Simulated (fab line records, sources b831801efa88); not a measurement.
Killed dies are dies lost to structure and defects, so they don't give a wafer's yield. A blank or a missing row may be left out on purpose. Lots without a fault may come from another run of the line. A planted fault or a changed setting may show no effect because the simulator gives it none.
fab line records | flow sky130
record lots=7 wafers=21 last_day=50
route steps=708 shown METAL3@568 VIA3@573 PAD_OPEN@708
lots that met no fault: from a run of the same line without faults
start_h: hours from the record's first day to the start of the lot's first wafer shown | wait_h: hours since the lot's step before | " the same as in the row above | L1.1+2: a row that stands for several wafers | - no value, or no start given | * or withheld: withheld | < > ~ a bound
route shown NAME@n: a module of which the file shows steps, and the number in the route of the first | usual: mean/standard deviation of fault-free wafers | same: alike in all rows | chamber/n: place in a boat | sites: the reading at each site | _std_site: their standard deviation | _edge_site: outer sites' mean less inner sites' | radius_mm: how far each site lies from the wafer's centre | mask NAME#n: copy n | behind: the tool/chamber that last shaped the wafer | hold: why the lot was held/for how many hours/how that ended | device: the transistor (n, p or np) that didn't switch | end of line: the same wafers' tests at the end of the route | a step without rows: its recipe alone | killed: dies lost to structure and defects at the first sort, not the wafer's yield | map: a wafer's dies, x killed, . not, _ none there
set.NAME: the setting as run; set.NAME@STEP: as run at that earlier step | model.NAME: the simulator's own value behind a step, which no gauge read
lots at some steps of the route; a table a step, a row a wafer
services: from which hour (start_h, from the record's first day; less than 0 if before it) a tool's chamber was out of use, for how many hours, and why
## steps
# step SKY_METAL3_METAL_ETCH_18
# recipe target_depth_a=8450 stop_on=SiO2 over_etch_frac=0.3 time_s=183.1 chemistry=Cl2/BCl3 resist_sidewall_deg=88 pressure_mtorr=10 icp_w=900 bias_w=48.5 Cl2_flow_sccm=60 bcl3_flow_sccm=30
# usual drypump_motor_current_A=5.8/0.4 oes_product_au=0.866/0.006 throttle_valve_pct=22.263/0.0088
# columns lot.wafer tool chamber start_h wait_h drypump_motor_current_A oes_product_au rf_hours_counter_h throttle_valve_pct
L768.1 rie_metal-02 1 894.17 0.0 5.8 0.871 2 22.266
L768.2 " 0 " " 4.9 0.870 15 22.276
L768.3 " 1 " " 5.8 0.883 - 22.265
L769.1 rie_metal-02 1 902.03 0.0 5.8 0.876 3 22.262
L769.3 " 1 " " 5.8 0.857 - 22.263
L769.6 " 1 " " 5.8 0.865 - 22.243
L775.3 rie_metal-04 1 961.25 0.1 6.3 0.869 - 22.273
L775.4 " 0 " " 5.5 0.875 - 22.268
L775.6 " 1 " " 6.3 0.855 - 22.266
L777.1 rie_metal-02 1 969.27 0.0 5.8 0.864 9 22.262
L777.2 " 1 " " 5.8 0.858 - 22.264
L777.4 " 1 " " 5.8 0.862 - 22.252
L776.2 rie_metal-03 0 971.96 0.0 6.3 0.857 14 22.261
L776.4 " 1 " " 5.7 0.866 - 22.252
L776.6 " 1 " " 5.7 0.864 - 22.264
L789.2 rie_metal-04 1 1062.17 0.0 6.2 0.862 16 22.273
L789.4 " 1 " " 6.3 0.866 - 22.264
L789.5 " 1 " " 6.2 0.864 - 22.267
L788.2 rie_metal-02 1 1063.25 0.0 5.8 0.863 15 22.272
L788.4 " 1 " " 5.8 0.858 - 22.265
L788.5 " 1 " " 5.8 0.862 - 22.267
# step SKY_METAL3_STRIP_19
# recipe chemistry=O2/N2 power_w=1400 pressure_mtorr=1500 platen_temp_c=withheld o2_flow_sccm=3000 n2_flow_sccm=300 overash_fraction=0.5
# usual drypump_motor_current_A=5.7/0.49 oes_product_au=0.503/0.0058 strip_time_to_endpoint_s=6.55/0.08
# columns lot.wafer tool chamber start_h wait_h drypump_motor_current_A oes_product_au rf_hours_counter_h strip_time_to_endpoint_s
L768.1 plasma_asher-03 1 894.34 0.1 6.4 0.496 75 6.58
L768.2 " 0 " " 5.4 0.508 75 6.65
L768.3 " 1 " " 6.4 0.506 - 6.61
L769.1 plasma_asher-02 1 902.38 0.3 6.1 0.500 49 6.54
L769.3 " 1 " " 6.1 0.505 - 6.59
L769.6 " 1 " " 6.1 0.511 - 6.58
L775.3 plasma_asher-03 0 961.44 0.1 5.4 0.495 - 6.39
L775.4 " 1 " " 6.4 0.501 - 6.53
L775.6 " 0 " " 5.4 0.490 - 6.37
L777.1 plasma_asher-03 0 969.62 0.3 5.4 0.511 83 6.62
L777.2 " 1 " " 6.4 0.495 83 6.54
L777.4 " 1 " " 6.4 0.502 - 6.58
L776.2 plasma_asher-01 1 972.13 0.1 5.2 0.508 101 6.60
L776.4 " 0 " " 5.1 0.493 - 6.51
L776.6 " 0 " " 5.1 0.500 - 6.55
L789.2 plasma_asher-02 0 1062.35 0.1 5.9 0.505 64 6.38
L789.4 " 0 " " 5.9 0.493 - 6.32
L789.5 " 1 " " 6.1 0.495 - 6.35
L788.2 plasma_asher-02 1 1063.42 0.1 6.1 0.503 64 6.55
L788.4 " 1 " " 6.1 0.506 - 6.47
L788.5 " 0 " " 5.9 0.509 - 6.54
# step SKY_METAL3_STRIP_20
# recipe chemistry=post_etch_residue_remover time_s=1200 temp_c=72.5
# step SKY_METAL3_CLEAN_21
# recipe chemistry=IPA time_s=180 temp_c=25
# step SKY_METAL3_CLEAN_22
# recipe chemistry=O3/DIW dry=n2_spin
# step SKY_VIA3_HDPCVD_00
# recipe material=SiO2 target_thk_nm=1635 sigma_open_frac=0.3 time_s=272.5 temp_c=400 sih4_flow_sccm=60 pressure_mtorr=6
# step SKY_VIA3_THK_MEAS_01
# recipe reads=SiO2_of_VIA3_HDPCVD_00
# usual VIA3_HDPCVD_THK=1641/16
# columns lot.wafer tool chamber start_h wait_h VIA3_HDPCVD_THK[nm]
L768.1 film_metro-02 - 895.10 0.1 1637
L768.2 " - " " 1637
L768.3 " - " " 1626
L769.1 film_metro-01 - 903.15 0.1 1654
L769.3 " - " " 1639
L769.6 " - " " 1661
L775.3 film_metro-04 - 962.26 0.1 1631
L775.4 " - " " 1655
L775.6 " - " " 1663
L777.1 film_metro-02 - 970.39 0.1 1632
L777.2 " - " " 1608
L777.4 " - " " 1635
L776.2 film_metro-02 - 972.94 0.1 1642
L776.4 " - " " 1640
L776.6 " - " " 1653
L789.2 film_metro-04 - 1063.12 0.1 1676
L789.4 " - " " 1641
L789.5 " - " " 1690
L788.2 film_metro-04 - 1064.19 0.1 1662
L788.4 " - " " 1645
L788.5 " - " " 1652
# step SKY_VIA3_CMP_02
# recipe material=SiO2 down_force_psi=4 platen_rpm=60 pad_velocity_m_s=0.94248
# usual edge_zone_pressure_frac=0.999/0.0051 motor_current_A=11.4/1.2
# columns lot.wafer tool chamber start_h wait_h edge_zone_pressure_frac motor_current_A
L768.3 cmp-01 3 895.16 0.0 1.007 11.3
L768.1 " 0 " " 1.005 11.4
L768.2 " 1 " " 0.990 9.9
L769.1 cmp-02 1 903.26 0.1 0.992 11.6
L769.3 " 3 " " 1.001 11.4
L769.6 " 1 " " 0.992 12.0
L775.3 cmp-01 1 962.30 0.0 0.997 8.8
L775.4 " 0 " " 1.004 11.7
L775.6 " 1 " " 0.995 9.7
L777.2 cmp-02 0 970.45 0.0 1.003 13.4
L777.1 " 1 " " 1.005 11.3
L777.4 " 3 " " 0.999 11.8
L776.4 cmp-02 1 973.15 0.2 1.002 11.5
L776.2 " 2 " " 0.998 9.9
L776.6 " 1 " " 1.000 11.6
L789.4 cmp-02 0 1063.17 0.0 1.002 14.0
L789.2 " 1 " " 1.000 11.7
L789.5 " 1 " " 0.997 11.0
L788.4 cmp-01 1 1064.53 0.3 0.999 9.3
L788.2 " 3 " " 0.999 10.7
L788.5 " 0 " " 1.001 11.3
# step SKY_VIA3_BOW_MEAS_03
# recipe mode=bow
# usual VIA3_BOW=81/7.9
# columns lot.wafer tool chamber start_h wait_h VIA3_BOW[um]
L768.1 film_metro-04 - 895.46 0.2 86
L768.2 " - " " 82
L768.3 " - " " 79
L769.1 film_metro-02 - 903.51 0.2 90
L769.3 " - " " 84
L769.6 " - " " 82
L775.3 film_metro-01 - 962.64 0.3 89
L775.4 " - " " 75
L775.6 " - " " 77
L777.1 film_metro-02 - 970.75 0.2 63
L777.2 " - " " 70
L777.4 " - " " 60
L776.2 film_metro-02 - 973.42 0.2 76
L776.4 " - " " 73
L776.6 " - " " 81
L789.2 film_metro-01 - 1063.49 0.2 82
L789.4 " - " " 76
L789.5 " - " " 81
L788.2 film_metro-01 - 1064.80 0.1 87
L788.4 " - " " 83
L788.5 " - " " 84
# step SKY_VIA3_DEHYDRATE_04
# recipe temp_c=200 time_s=60
# step SKY_VIA3_HMDS_05
# recipe prime_time_s=60 prime_temp_c=120
# step SKY_VIA3_COAT_06
# recipe resist=BARC temp_c=withheld time_s=withheld spin_rpm=3000 resist_thk_nm=60
# step SKY_VIA3_COAT_07
# recipe resist=KrF-thick spin_rpm=3000 resist_thk_nm=450
# usual spin_speed_rpm=3000.2/1.8
# columns lot.wafer tool chamber start_h wait_h spin_speed_rpm model.KrF-thick_of_VIA3_COAT_07.thk_nm
L768.1 litho_track-02 0 907 - 2999.9 448.6
L768.2 " 0 " " 2999.1 449.3
L768.3 " 0 908 - 3001.9 450.5
L769.1 litho_track-04 0 915 - 3000.5 449.4
L769.3 " 0 " " 2999.6 449.9
L769.6 " 0 916 - 2995.8 449
L775.3 litho_track-04 0 974 - 3087.0 442.6
L775.4 " 0 " " 3082.6 443.4
L775.6 " 0 975 - 3087.2 444.9
L777.1 litho_track-04 0 982 - 3086.5 443.2
L777.2 " 0 " " 3086.6 443.3
L777.4 " 0 " " 3086.1 444.5
L776.2 litho_track-04 0 984 - 3088.0 442.4
L776.4 " 0 " " 3089.8 444.1
L776.6 " 0 " " 3086.1 443.1
L789.2 litho_track-01 0 1072 - 3001.6 451.9
L789.4 " 0 1073 - 3000.1 451.6
L789.5 " 0 " " 2998.8 452.3
L788.2 litho_track-02 0 1074 - 2998.7 452.1
L788.4 " 0 " " 3001.3 450.5
L788.5 " 0 " " 2999.5 450.7
# step SKY_VIA3_SOFTBAKE_08
# recipe temp_c=100 time_s=90 resist=KrF-thick
# step SKY_VIA3_EXPOSE_09
# recipe mask_id=VIM3 na=0.8 source_shape=annular sigma_inner=0.55 sigma_outer=0.85 target_cd_nm=200 dose_mj=38
# step SKY_VIA3_PEB_10
# recipe peb_temp_c=withheld peb_time_s=withheld resist=KrF-thick
# step SKY_VIA3_DEVELOP_11
# recipe develop_time_s=60 resist=KrF-thick dev_temp_c=21
# step SKY_VIA3_CD_MEAS_12
# recipe target_cd_nm=200
# usual cd_nm=200.2/1.5
# columns lot.wafer tool chamber start_h wait_h cd_nm
L768.1 cd_sem-01 - 920.56 - 198.9
L768.2 " - " " 199.0
L768.3 " - " " 199.5
L769.1 cd_sem-02 - 928.26 - 200.4
L769.3 " - " " 201.0
L769.6 " - " " 200.6
L775.3 cd_sem-01 - 986.60 - 199.7
L775.4 " - " " 200.8
L775.6 " - " " 200.0
L777.1 cd_sem-01 - 994.21 - 202.5
L777.2 " - " " 202.9
L777.4 " - " " 203.3
L776.2 cd_sem-01 - 996.68 - 202.9
L776.4 " - " " 200.9
L776.6 " - " " 201.3
L789.2 cd_sem-02 - 1084.08 - 201.6
L789.4 " - " " 200.8
L789.5 " - " " 200.7
L788.2 cd_sem-01 - 1085.23 - 198.3
L788.4 " - " " 198.1
L788.5 " - " " 198.8
# step SKY_VIA3_OVL_MEAS_13
# usual VIA3_OVL=2/6.5
# columns lot.wafer tool chamber start_h wait_h VIA3_OVL[nm]
L768.1 overlay-01 - 920.68 0.1 -9
L768.2 " - " " 1
L768.3 " - " " 1
L769.1 overlay-01 - 928.38 0.1 4
L769.3 " - " " 8
L769.6 " - " " -3
L775.3 overlay-02 - 986.69 0.1 5
L775.4 " - " " 13
L775.6 " - " " 11
L777.1 overlay-01 - 994.33 0.1 -12
L777.2 " - " " -5
L777.4 " - " " -2
L776.2 overlay-02 - 996.79 0.1 7
L776.4 " - " " 8
L776.6 " - " " 19
L789.2 overlay-02 - 1084.19 0.1 0
L789.4 " - " " 5
L789.5 " - " " 1
L788.2 overlay-02 - 1085.34 0.1 1
L788.4 " - " " 1
L788.5 " - " " -12
# step SKY_VIA3_ETCH_14
# recipe chemistry=N2/H2 target=BARC ion_energy_ev=200 source_w=500 bias_w=100 pressure_mtorr=30 n2_flow_sccm=100 h2_flow_sccm=200 stop_on=SiO2 time_s=45.9 target_depth_a=600
# usual drypump_motor_current_A=5.7/0.5 oes_product_au=0.855/0.0045 throttle_valve_pct=13.224/0.0092
# columns lot.wafer tool chamber start_h wait_h drypump_motor_current_A oes_product_au rf_hours_counter_h throttle_valve_pct
L768.1 rie_diel-02 2 920.72 0.0 6.2 0.858 16 13.223
L768.2 " 3 " " 5.2 0.859 11 13.227
L768.3 " 0 " " 5.8 0.856 14 13.242
L769.1 rie_diel-02 3 928.42 0.0 5.2 0.855 11 13.231
L769.3 " 0 " " 5.8 0.853 14 13.212
L769.6 " 0 " " 5.8 0.861 - 13.221
L775.3 rie_diel-02 1 986.72 0.0 5.8 0.855 28 13.215
L775.4 " 0 " " 5.8 0.853 16 13.213
L775.6 " 2 " " 6.2 0.862 - 13.212
L777.1 rie_diel-02 2 994.37 0.0 6.2 0.857 18 13.221
L777.2 " 0 " " 5.8 0.857 16 13.232
L777.4 " 1 " " 5.8 0.855 - 13.223
L776.2 rie_diel-02 0 996.82 0.0 5.8 0.850 16 13.221
L776.4 " 0 " " 5.8 0.848 - 13.222
L776.6 " 1 " " 5.8 0.846 - 13.232
L789.2 rie_diel-02 2 1084.22 0.0 6.2 0.859 21 13.222
L789.4 " 1 " " 5.8 0.859 1 13.236
L789.5 " 3 " " 5.2 0.862 - 13.220
L788.2 rie_diel-01 2 1085.37 0.0 5.9 0.855 25 13.233
L788.4 " 1 " " 5.4 0.861 13 13.221
L788.5 " 3 " " 6.0 0.854 - 13.222
# step SKY_VIA3_ETCH_15
# recipe target=SiO2 chemistry=C4F8/O2/Ar target_depth_nm=507 stop_on=TiN mask_material=KrF-thick source_w=1500 bias_w=1200 pressure_mtorr=40 c4f8_flow_sccm=withheld O2_flow_sccm=6 Ar_flow_sccm=300 time_s=78
# usual oes_product_au=0.946/0.0047
# columns lot.wafer tool chamber start_h wait_h oes_product_au rf_hours_counter_h model.KrF-thick_of_VIA3_COAT_07.thk_nm
L768.1 rie_diel-02 2 920.76 0.0 0.938 16 292.3
L768.2 " 3 " " 0.946 11 292.9
L768.3 " 0 " " 0.943 14 289.4
L769.1 rie_diel-02 3 928.46 0.0 0.943 11 293.5
L769.3 " 0 " " 0.956 14 288.7
L769.6 " 0 " " 0.950 - 288.5
L775.3 rie_diel-02 1 986.76 0.0 0.943 28 286.5
L775.4 " 0 " " 0.942 16 283.6
L775.6 " 2 " " 0.948 - 286.1
L777.1 rie_diel-02 2 994.41 0.0 0.945 18 285.7
L777.2 " 0 " " 0.939 16 283
L777.4 " 1 " " 0.949 - 288.7
L776.2 rie_diel-02 0 996.86 0.0 0.952 16 281.4
L776.4 " 0 " " 0.947 - 283.8
L776.6 " 1 " " 0.956 - 287.2
L789.2 rie_diel-02 2 1084.26 0.0 0.936 21 294.5
L789.4 " 1 " " 0.941 1 298.1
L789.5 " 3 " " 0.954 - 295
L788.2 rie_diel-01 2 1085.41 0.0 0.945 25 292.3
L788.4 " 1 " " 0.944 13 291.5
L788.5 " 3 " " 0.940 - 293.8
# step SKY_VIA3_STRIP_16
# recipe chemistry=O2/N2 power_w=1400 pressure_mtorr=1500 platen_temp_c=withheld o2_flow_sccm=3000 n2_flow_sccm=300 overash_fraction=0.5
# usual drypump_motor_current_A=5.6/0.37 oes_product_au=0.402/0.0045 strip_time_to_endpoint_s=4.138/0.026
# columns lot.wafer tool chamber start_h wait_h drypump_motor_current_A oes_product_au rf_hours_counter_h strip_time_to_endpoint_s
L768.1 plasma_asher-04 0 920.82 0.0 5.6 0.403 17 4.148
L768.2 " 1 " " 6.0 0.398 17 4.138
L768.3 " 1 " " 5.9 0.402 - 4.120
L769.1 plasma_asher-02 1 928.52 0.0 6.1 0.396 52 4.163
L769.3 " 1 " " 6.1 0.404 - 4.119
L769.6 " 1 " " 6.1 0.403 - 4.102
L775.3 plasma_asher-04 0 986.85 0.1 5.6 0.410 - 4.067
L775.4 " 1 " " 5.9 0.396 - 4.051
L775.6 " 0 " " 5.6 0.394 - 4.067
L777.1 plasma_asher-02 1 994.47 0.0 6.2 0.394 57 4.064
L777.2 " 0 " " 5.9 0.396 57 4.060
L777.4 " 0 " " 5.9 0.409 - 4.108
L776.2 plasma_asher-01 1 996.92 0.0 5.2 0.396 104 4.025
L776.4 " 0 " " 5.2 0.391 - 4.033
L776.6 " 1 " " 5.2 0.397 - 4.083
L789.2 plasma_asher-02 0 1084.32 0.0 5.8 0.401 66 4.179
L789.4 " 0 " " 5.8 0.402 - 4.203
L789.5 " 1 " " 6.1 0.400 - 4.179
L788.2 plasma_asher-02 1 1085.47 0.0 6.1 0.402 66 4.156
L788.4 " 0 " " 5.9 0.396 - 4.120
L788.5 " 1 " " 6.1 0.404 - 4.158
# step SKY_VIA3_STRIP_17
# recipe chemistry=post_etch_residue_remover time_s=1200 temp_c=72.5
# step SKY_PAD_OPEN_PROBE_99
# usual defect_limited_yield=82.7/1.9 killed_at_M0_to_M3=43/6.6 killed_at_M4_up=3.1/1.6 killed_at_contacts=23/5.6 killed_at_front_end=15/4.2 killed_at_other=0.2/0.43 killed_dies=85/9.3 killed_open=46/6.6 killed_short=39/6.2 sort_bin_3_pad_short=0.8/0.37 sort_bin_5_function=10.2/1.5 sort_bin_6_memory=6.2/1.1 sort_n_pass=407/9.3 sort_yield_pct=82.7/1.9
# same gross_dies=492 killed_at_back_side=0 sort_bin_4_leakage[%]=0 sort_bin_8_speed[%]=0
# columns lot.wafer tool chamber start_h wait_h defect_limited_yield[%] killed_at_M0_to_M3 killed_at_M4_up killed_at_contacts killed_at_front_end killed_at_other killed_dies killed_open killed_short sort_bin_3_pad_short[%] sort_bin_5_function[%] sort_bin_6_memory[%] sort_n_pass sort_yield_pct[%]
L775.3 prober-01 - 1121.28 0.2 83.9 34 4 25 15 1 79 38 41 0.8 9.8 5.5 413 83.9
L775.4 prober-01 - 1121.33 0.2 84.1 33 3 23 19 0 78 42 36 0.4 9.3 6.1 414 84.1
L775.6 prober-01 - 1121.43 0.2 81.9 45 9 19 16 0 89 42 47 0.6 10.6 6.9 403 81.9
L777.1 prober-02 - 1131.02 0.1 84.3 47 2 20 8 0 77 50 27 0 10.2 5.5 415 84.3
L777.2 prober-02 - 1131.07 0.1 81.1 53 2 22 16 0 93 47 46 0.6 12.2 6.1 399 81.1
L777.4 prober-02 - 1131.17 0.2 81.7 47 5 27 11 0 90 42 48 1.2 10.6 6.5 402 81.7
L789.2 prober-02 - 1199.90 0.1 85.8 35 2 26 7 0 70 33 37 0.6 9.3 4.3 422 85.8
L789.4 prober-02 - 1200.00 0.2 82.7 41 2 29 13 0 85 45 40 1.2 8.7 7.3 407 82.7
L789.5 prober-02 - 1200.05 0.2 82.3 33 4 32 17 1 87 45 42 0.8 9.1 7.7 405 82.3
L788.2 prober-01 - 1201.40 0.1 82.1 50 4 20 14 0 88 46 42 1.2 9.8 6.9 404 82.1
L788.4 prober-01 - 1201.50 0.2 84.6 43 5 15 13 0 76 39 37 1.2 8.7 5.5 416 84.6
L788.5 prober-01 - 1201.55 0.2 84.3 45 3 18 11 0 77 40 37 1.4 9.3 4.9 415 84.3
# killed by level:class
L775.3 CONTACT:geometric_particle:open=10 LOCAL_INTERCONNECT:geometric_particle:short=7 VIA3:geometric_particle:open=7 METAL1:geometric_particle:short=6 FIELD_ISO:geometric_particle:open=5 METAL3:geometric_particle:short=5 VIA1:geometric_particle:open=4 METAL2:geometric_particle:short=4
L775.4 CONTACT:geometric_particle:open=10 VIA1:geometric_particle:open=8 METAL1:geometric_particle:short=7 POLY_GATE:geometric_particle:short=6 POLY_GATE:geometric_particle:open=5 CONTACT:geometric_particle:short=5 FIELD_ISO:geometric_particle:open=4 LI_CONTACT:geometric_particle:open=4
L775.6 METAL2:geometric_particle:short=8 LI_CONTACT:geometric_particle:open=7 CONTACT:geometric_particle:open=6 VIA1:geometric_particle:open=6 VIA1:geometric_particle:short=6 FIELD_ISO:geometric_particle:open=5 VIA2:geometric_particle:open=5 VIA3:geometric_particle:open=5
L777.1 VIA1:geometric_particle:open=11 CONTACT:geometric_particle:open=9 LI_CONTACT:geometric_particle:open=8 METAL1:geometric_particle:short=8 VIA3:geometric_particle:open=8 METAL2:geometric_particle:short=6 VIA2:geometric_particle:open=5 POLY_GATE:geometric_particle:short=2
L777.2 VIA1:geometric_particle:open=9 CONTACT:geometric_particle:open=9 POLY_GATE:geometric_particle:short=7 VIA1:geometric_particle:short=7 METAL2:geometric_particle:short=7 VIA3:geometric_particle:open=7 LI_CONTACT:geometric_particle:open=6 VIA2:geometric_particle:open=6
L777.4 LOCAL_INTERCONNECT:geometric_particle:short=9 VIA1:geometric_particle:open=8 VIA2:geometric_particle:short=7 LI_CONTACT:geometric_particle:open=6 CONTACT:geometric_particle:open=6 VIA3:geometric_particle:open=6 VIA2:geometric_particle:open=6 FIELD_ISO:geometric_particle:open=5
L789.2 CONTACT:geometric_particle:open=10 VIA1:geometric_particle:open=8 LOCAL_INTERCONNECT:geometric_particle:short=6 VIA2:geometric_particle:open=6 FIELD_ISO:geometric_particle:short=5 CONTACT:geometric_particle:short=4 METAL2:geometric_particle:short=4 VIA3:geometric_particle:open=4
L789.4 CONTACT:geometric_particle:open=15 VIA2:geometric_particle:open=7 VIA3:geometric_particle:open=7 CONTACT:geometric_particle:short=6 METAL3:geometric_particle:short=6 FIELD_ISO:geometric_particle:open=5 FIELD_ISO:geometric_particle:short=5 VIA2:geometric_particle:short=5
L789.5 CONTACT:geometric_particle:open=13 CONTACT:geometric_particle:short=8 VIA2:geometric_particle:open=7 LOCAL_INTERCONNECT:geometric_particle:short=6 LI_CONTACT:geometric_particle:open=5 VIA1:geometric_particle:short=5 VIA1:geometric_particle:open=5 FIELD_ISO:geometric_particle:short=4
L788.2 CONTACT:geometric_particle:open=10 VIA2:geometric_particle:open=9 VIA3:geometric_particle:open=8 VIA1:geometric_particle:open=7 VIA1:geometric_particle:short=6 FIELD_ISO:geometric_particle:short=5 VIA2:geometric_particle:short=5 METAL3:geometric_particle:short=5
L788.4 VIA1:geometric_particle:open=10 VIA3:geometric_particle:open=8 CONTACT:geometric_particle:open=7 VIA3:geometric_particle:short=7 POLY_GATE:geometric_particle:short=5 VIA2:geometric_particle:open=5 METAL1:geometric_particle:short=5 LI_CONTACT:geometric_particle:open=4
L788.5 VIA3:geometric_particle:open=8 VIA2:geometric_particle:open=7 CONTACT:geometric_particle:open=7 LOCAL_INTERCONNECT:geometric_particle:short=6 VIA1:geometric_particle:open=6 VIA1:geometric_particle:short=5 VIA2:geometric_particle:short=5 LI_CONTACT:geometric_particle:open=4
## services
# columns tool chamber start_h hours kind
plasma_asher-01 - 872.42 2.1 repair
rie_diel-02 3 881.37 9.0 repair
plasma_asher-04 - 881.52 2.8 pm
rie_metal-03 - 881.98 1.2 repair
cmp-02 - 886.02 1.9 repair
cmp-02 - 888.00 4.4 pm
cmp-01 - 895.76 5.4 pm
plasma_asher-01 - 898.01 2.8 pm
rie_metal-02 0 898.25 75.1 repair
cmp-02 - 912.00 4.0 pm
cmp-02 - 935.57 1.6 repair
cmp-02 - 966.22 1.9 repair
plasma_asher-03 - 969.84 8.0 repair
plasma_asher-01 - 989.01 1.1 repair
rie_diel-02 3 993.46 9.8 repair
cmp-01 - 1014.24 1.1 repair
cmp-02 - 1018.10 4.3 pm
rie_diel-01 2 1021.84 5.4 repair
cmp-01 - 1023.64 3.4 repair
plasma_asher-04 - 1036.26 1.8 repair
rie_metal-02 - 1043.40 0.2 repair
plasma_asher-01 - 1055.30 9.0 pm
rie_diel-01 3 1069.94 14.9 repair
cmp-01 - 1084.08 4.0 pm
## key
first_sign step=SKY_VIA3_COAT_07 reading=spin_speed_rpm direction=up sigmas=48 usual=3000.2 struck=3086.6
effect step=SKY_VIA3_STRIP_16 reading=strip_time_to_endpoint_s direction=down sigmas=2.9 usual=* struck=*
model_effect step=SKY_VIA3_COAT_07 value=KrF-thick_of_VIA3_COAT_07.thk_nm without=449.9 struck=443.5
model_effect step=SKY_VIA3_ETCH_15 value=KrF-thick_of_VIA3_COAT_07.thk_nm without=291.5 struck=285.1
met_at SKY_VIA3_COAT_07
struck_wafers L775.3,L775.4,L775.6,L776.2,L776.4,L776.6,L777.1,L777.2,L777.4
onset_between 915 974
fault kind=process_parameter_drift tool=litho_track-04 chamber=- onset_h=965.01 steps=SKY_VIA3_COAT_07 channel=spin_rpm offset=86.759 shape=step end_h=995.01 acts_in=these_recipes_only stated=3000
